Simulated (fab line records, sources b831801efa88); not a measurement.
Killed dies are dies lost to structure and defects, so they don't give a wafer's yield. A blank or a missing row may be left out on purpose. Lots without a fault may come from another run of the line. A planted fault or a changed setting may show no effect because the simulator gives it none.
One fault seen from 2 desks | flow sky130 | each desk has only its own numbers; what lay behind them comes last

THE METROLOGY DESK
What the gauges read, lot by lot, whatever tool the lot ran on: means of the sampled wafers that have a number. A lot is out of limits, marked OUT, if its mean lies more than 4 standard deviations from the usual mean; the brackets give that distance.
Columns: A = cd_nm at SKY_SD_N_CD_MEAS_07, usual 381.3 nm; B = LI_CONTACT_W_RS at SKY_LI_CONTACT_RS_MEAS_22, usual 0.285 ohm/sq; C = LOCAL_INTERCONNECT_TIN_RS at SKY_LOCAL_INTERCONNECT_RS_MEAS_01, usual 14.12 ohm/sq; D = LOCAL_INTERCONNECT_TIN_THK at SKY_LOCAL_INTERCONNECT_THK_MEAS_02, usual 100.9 nm
lot  | first seen here | A                | B     | C     | D
L633 | day 27 19:53    | 380.3            | 0.278 | 13.95 | 101.1
L636 | day 28 19:29    | 378.9            | 0.286 | 13.96 | 101.7
L641 | day 30 23:28    | 391.6 (+4.9) OUT | 0.289 | 14.09 | 99.7
L643 | day 31 03:34    | 394.4 (+6.2) OUT | 0.280 | 13.91 | 102.0
L646 | day 32 11:26    | 379.7            | 0.284 | 14.31 | 100.4
L647 | day 32 13:17    | 382.0            | 0.288 | 14.03 | 102.0
L649 | day 33 05:43    | 380.7            | 0.282 | 14.16 | 100.3
L650 | day 33 12:56    | 382.8            | 0.282 | 14.04 | 101.9
L651 | day 34 00:17    | 381.4            | 0.284 | 14.13 | 101.7
L653 | day 34 12:17    | 381.8            | 0.280 | 14.14 | 100.2
L654 | day 35 09:16    | 380.0            | 0.286 | 14.04 | 102.2
L655 | day 35 09:37    | 380.6            | 0.280 | 14.26 | 100.6
L656 | day 35 10:37    | 378.9            | 0.282 | 14.23 | 101.2
This desk's finding: out of limits on L641, L643; first on L641, day 30 23:28 (cd_nm at SKY_SD_N_CD_MEAS_07). In limits: L633, L636, L646, L647, L649, L650, L651, L653, L654, L655, L656.

THE TOOL OWNER'S DESK: litho_track-02
The tool's own readings at SKY_SD_N_DEVELOP_06 (develop time 60 s): means of the sampled wafers that have a number, for each lot that ran on this tool. A lot is out of limits, marked OUT, if its mean lies more than 4 standard deviations from the usual mean; the brackets give that distance.
Columns: A = chill_plate_temp_C at SKY_SD_N_DEVELOP_06, usual 22.99 C; B = developer_temp_C at SKY_SD_N_DEVELOP_06, usual 22.99 C
lot  | first seen here | A     | B
L636 | day 28 19:20    | 22.90 | 23.04
L641 | day 30 23:19    | 23.01 | 22.96
L643 | day 31 03:25    | 22.96 | 22.97
L655 | day 35 09:28    | 22.88 | 23.02
This desk's finding: nothing out of limits on any of the 4 lots.

PUT TOGETHER
The metrology desk could have raised an alarm at day 30 23:28, on L641, L643.
The tool owner's desk saw nothing out of limits.
The tool owner's desk has L641, L643 on record, within its limits.
Of the lots named, all ran SKY_SD_N_DEVELOP_06 on litho_track-02.

WHAT THE SIMULATOR HAD PUT IN
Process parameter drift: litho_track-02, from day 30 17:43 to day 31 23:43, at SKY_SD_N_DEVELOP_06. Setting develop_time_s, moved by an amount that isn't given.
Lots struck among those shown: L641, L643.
Hours from the fault's start to each desk's first reading out of limits: the metrology desk, 6.
